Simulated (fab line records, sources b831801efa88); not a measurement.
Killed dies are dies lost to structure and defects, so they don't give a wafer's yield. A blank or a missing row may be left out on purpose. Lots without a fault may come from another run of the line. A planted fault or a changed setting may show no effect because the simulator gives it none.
Which tool did it? | flow sky130 | 12 lots, 36 wafers sampled, at 4 steps of a route of 708

WHAT THE GAUGES READ, wafer by wafer
The record holds no reading of a measuring or inspecting step that can be judged against a usual standard deviation.

WHICH TOOL RAN EACH LOT (tool, then ch and the chambers of the sampled wafers, then the start)
lot  | SKY_LI_CONTACT_SOFTBAKE_08        | SKY_METAL1_SPUTTER_03        | SKY_METAL1_ETCH_18                | SKY_METAL1_STRIP_20
L699 | litho_track-01 ch 0, day 28 19:00 | pvd_sputter-01, day 31 22:00 | rie_metal-01 ch 1, day 33 02:00   | plasma_asher-02 ch 1, day 33 02:10
L704 | litho_track-01 ch 0, day 30 17:00 | pvd_sputter-02, day 33 18:56 | rie_metal-01 ch 0,1, day 34 22:58 | plasma_asher-02 ch 0,1, day 34 23:07
L705 | litho_track-02 ch 0, day 30 21:00 | pvd_sputter-01, day 33 23:35 | rie_metal-02 ch 0,1, day 35 03:01 | plasma_asher-01 ch 0,1, day 35 03:10
L706 | litho_track-01 ch 0, day 31 04:00 | pvd_sputter-01, day 34 04:46 | rie_metal-03 ch 0,1, day 35 08:36 | plasma_asher-01 ch 0,1, day 35 08:46
L713 | litho_track-04 ch 0, day 33 19:00 | pvd_sputter-02, day 36 19:59 | rie_metal-03 ch 0,1, day 37 22:02 | plasma_asher-02 ch 0,1, day 37 22:13
L714 | litho_track-04 ch 0, day 34 07:00 | pvd_sputter-02, day 37 08:55 | rie_metal-02 ch 0,1, day 38 11:19 | plasma_asher-02 ch 0,1, day 38 11:29
L716 | litho_track-04 ch 0, day 35 05:00 | pvd_sputter-01, day 38 04:20 | rie_metal-01 ch 0,1, day 39 05:43 | plasma_asher-04 ch 0,1, day 39 05:53
L717 | litho_track-04 ch 0, day 35 05:00 | pvd_sputter-02, day 38 04:33 | rie_metal-03 ch 0,1, day 39 06:04 | plasma_asher-02 ch 0,1, day 39 06:13
L718 | litho_track-04 ch 0, day 35 07:00 | pvd_sputter-03, day 38 05:28 | rie_metal-01 ch 0,1, day 39 06:41 | plasma_asher-04 ch 0,1, day 39 06:52
L719 | litho_track-01 ch 0, day 35 16:00 | pvd_sputter-03, day 38 14:11 | rie_metal-02 ch 0,1, day 39 15:40 | plasma_asher-02 ch 0,1, day 39 15:49
L720 | litho_track-01 ch 0, day 35 17:00 | pvd_sputter-03, day 38 15:42 | rie_metal-01 ch 0,1, day 39 16:37 | plasma_asher-01 ch 0,1, day 39 16:46
L721 | litho_track-01 ch 0, day 36 04:00 | pvd_sputter-03, day 39 01:19 | rie_metal-01 ch 0,1, day 40 01:49 | plasma_asher-04 ch 0,1, day 40 01:58
- SKY_LI_CONTACT_SOFTBAKE_08: time 90 s.
- SKY_METAL1_SPUTTER_03: material Ti, target thk 5 nm, time 3.3 s.
- SKY_METAL1_ETCH_18: etches BARC in N2/H2, stops on SiO2, time 45.9 s, target depth 60 nm.
- SKY_METAL1_STRIP_20: strips in O2/N2.

WHAT THE TOOLS THEMSELVES READ (means of the sampled wafers that have a number; where no wafer has one, the mark that the record gives instead)
SKY_LI_CONTACT_SOFTBAKE_08. Usual: heater_power_total_W 57.36 W, standard deviation 0.11; resist_line_temp_C 23.01 C, standard deviation 0.1; run_length_s 119.32 s, standard deviation 0.14.
lot  | tool           | heater_power_total_W (W) | resist_line_temp_C (C) | run_length_s (s) | flag
L699 | litho_track-01 | 57.36                    | 23.11                  | 119.32           |
L704 | litho_track-01 | 58.04                    | 23.06                  | 116.19           | OFF
L705 | litho_track-02 | 57.39                    | 22.98                  | 119.09           |
L706 | litho_track-01 | 57.93                    | 23.06                  | 116.15           | OFF
L713 | litho_track-04 | 57.40                    | 22.94                  | 119.34           |
L714 | litho_track-04 | 57.32                    | 23.02                  | 119.30           |
L716 | litho_track-04 | 57.26                    | 23.03                  | 119.46           |
L717 | litho_track-04 | 57.30                    | 22.99                  | 119.38           |
L718 | litho_track-04 | 57.40                    | 23.05                  | 119.41           |
L719 | litho_track-01 | 57.31                    | 22.99                  | 119.31           |
L720 | litho_track-01 | 57.43                    | 23.03                  | 119.31           |
L721 | litho_track-01 | 57.48                    | 22.97                  | 119.27           |

SKY_METAL1_SPUTTER_03. Usual: chamber_pressure_pa 0.3999 Pa, standard deviation 0.00076; throttle_valve_pct 29.7 %, standard deviation 0.93.
lot  | tool           | chamber_pressure_pa (Pa) | throttle_valve_pct (%) | flag
L699 | pvd_sputter-01 | 0.3996                   | 29.4                   |
L704 | pvd_sputter-02 | 0.3991                   | 28.7                   |
L705 | pvd_sputter-01 | 0.4009                   | 29.6                   |
L706 | pvd_sputter-01 | 0.4004                   | 29.7                   |
L713 | pvd_sputter-02 | 0.4001                   | 29.2                   |
L714 | pvd_sputter-02 | 0.3999                   | 29.2                   |
L716 | pvd_sputter-01 | 0.3999                   | 29.5                   |
L717 | pvd_sputter-02 | 0.3995                   | 28.9                   |
L718 | pvd_sputter-03 | 0.4003                   | 31.2                   |
L719 | pvd_sputter-03 | 0.3998                   | 30.4                   |
L720 | pvd_sputter-03 | 0.3999                   | 30.4                   |
L721 | pvd_sputter-03 | 0.3995                   | 30.9                   |

SKY_METAL1_ETCH_18. Usual: drypump_motor_current_A 5.8 A, standard deviation 0.44; oes_product_au 0.856 a.u., standard deviation 0.0049; throttle_valve_pct 13.224 %, standard deviation 0.0095.
lot  | tool         | drypump_motor_current_A (A) | oes_product_au (a.u.) | throttle_valve_pct (%) | flag
L699 | rie_metal-01 | 5.3                         | 0.854                 | 13.220                 |
L704 | rie_metal-01 | 6.0                         | 0.851                 | 13.231                 |
L705 | rie_metal-02 | 5.6                         | 0.855                 | 13.222                 |
L706 | rie_metal-03 | 5.8                         | 0.853                 | 13.234                 |
L713 | rie_metal-03 | 5.8                         | 0.850                 | 13.227                 |
L714 | rie_metal-02 | 5.7                         | 0.852                 | 13.225                 |
L716 | rie_metal-01 | 5.7                         | 0.858                 | 13.222                 |
L717 | rie_metal-03 | 5.9                         | 0.855                 | 13.230                 |
L718 | rie_metal-01 | 5.7                         | 0.849                 | 13.235                 |
L719 | rie_metal-02 | 5.7                         | 0.857                 | 13.223                 |
L720 | rie_metal-01 | 5.7                         | 0.859                 | 13.226                 |
L721 | rie_metal-01 | 5.7                         | 0.858                 | 13.216                 |

SKY_METAL1_STRIP_20. Usual: drypump_motor_current_A 5.9 A, standard deviation 0.49; oes_product_au 0.342 a.u., standard deviation 0.0046; strip_time_to_endpoint_s 2.69 s, standard deviation 0.043.
lot  | tool            | drypump_motor_current_A (A) | oes_product_au (a.u.) | strip_time_to_endpoint_s (s) | flag
L699 | plasma_asher-02 | 6.3                         | 0.343                 | 2.69                         |
L704 | plasma_asher-02 | 6.3                         | 0.341                 | 2.72                         |
L705 | plasma_asher-01 | 5.6                         | 0.339                 | 2.63                         |
L706 | plasma_asher-01 | 5.9                         | 0.346                 | 2.74                         |
L713 | plasma_asher-02 | 6.4                         | 0.344                 | 2.72                         |
L714 | plasma_asher-02 | 6.4                         | 0.334                 | 2.61                         |
L716 | plasma_asher-04 | 5.1                         | 0.349                 | 2.70                         |
L717 | plasma_asher-02 | 6.3                         | 0.341                 | 2.72                         |
L718 | plasma_asher-04 | 5.1                         | 0.340                 | 2.66                         |
L719 | plasma_asher-02 | 6.3                         | 0.344                 | 2.67                         |
L720 | plasma_asher-01 | 5.9                         | 0.342                 | 2.66                         |
L721 | plasma_asher-04 | 5.2                         | 0.341                 | 2.70                         |

THE ANSWER, worked out from the rows above alone
Rule: a lot is off if the mean of its wafers that have a number lies more than 3 standard deviations from the usual mean. A lot without any number at a reading at which 4 lots or more have one is off too. The other lots that the step has rows for count as sound. The gauges are gone through in route order, then the tools' own readings, and for those a lot's mean is taken as printed above. The first step at which some lot is off is used, and at that step the reading that is off furthest; a lot without a number counts as furthest.
Off: L704, L706, at SKY_LI_CONTACT_SOFTBAKE_08 (run_length_s).
A tool fits if, at that step or a process step before it, it ran every lot that is off, and no sound lot after the first of them. None of those tried fits.

WHAT THE SIMULATOR HAD PUT IN
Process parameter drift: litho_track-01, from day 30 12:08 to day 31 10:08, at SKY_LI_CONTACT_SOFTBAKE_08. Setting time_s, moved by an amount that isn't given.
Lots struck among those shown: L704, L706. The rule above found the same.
